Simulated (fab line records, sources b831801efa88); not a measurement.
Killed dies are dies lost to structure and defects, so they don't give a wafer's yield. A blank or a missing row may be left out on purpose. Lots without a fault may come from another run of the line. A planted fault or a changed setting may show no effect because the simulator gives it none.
Chamber matching | flow gf180mcu | GF_V2_CVD_02 on pecvd-04: 3 sister chambers
The step deposits SiO2 from TEOS, target thk 850 nm, time 94.851 s. 6 wafers are shown with their chamber, then 8 later ones without.

WAFERS WITH THEIR CHAMBER
wafer  | chamber | heater_power_w (W) | susceptor_temp_C (C)
L085.3 | 1       | 706                | 400.18
L085.6 | 1       | 770                | 400.02
L086.2 | 2       | 663                | 399.94
L086.3 | 0       | 638                | 400.17
L086.5 | 2       | 716                | 400.16
L091.3 | 0       | 604                | 400.06

WAFERS WITHOUT THEIR CHAMBER
wafer  | heater_power_w (W) | susceptor_temp_C (C)
L091.4 | 717                | 400.33
L091.6 | 696                | 399.94
L092.1 | 798                | 400.21
L092.2 | 546                | 400.69
L092.3 | 705                | 399.70
L092.4 | 593                | 399.73
L092.5 | 659                | 399.94
L092.6 | 590                | 400.55

WHICH CHAMBER EACH WENT THROUGH
wafer  | from the rows above          | in truth
L091.4 | can't be placed: 1 or 2 or 0 | 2
L091.6 | can't be placed: 2 or 1 or 0 | 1
L092.1 | can't be placed: 1 or 2      | 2
L092.2 | can't be placed: 0 or 2 or 1 | 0
L092.3 | can't be placed: 2 or 1 or 0 | 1
L092.4 | can't be placed: 0 or 2 or 1 | 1
L092.5 | can't be placed: 2 or 0 or 1 | 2
L092.6 | can't be placed: 0 or 2 or 1 | 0
Placed correctly: 0 of 8. Can't be placed from these rows: 8 (the true chamber is among the candidates in 8). Placed wrongly: 0.
How it was worked out, from the rows above alone: a wafer's distance from a chamber is the root of the sum, over the readings, of the square of ((its reading less the chamber's mean) divided by the reading's scatter). The wafer belongs to the nearest chamber; if the next one is less than 2 further off, it can't be placed. A chamber's mean is the mean of its shown wafers. The scatter: the root of (the sum of the squares of (reading less its chamber's mean) over the shown wafers, divided by (wafers less chambers)).
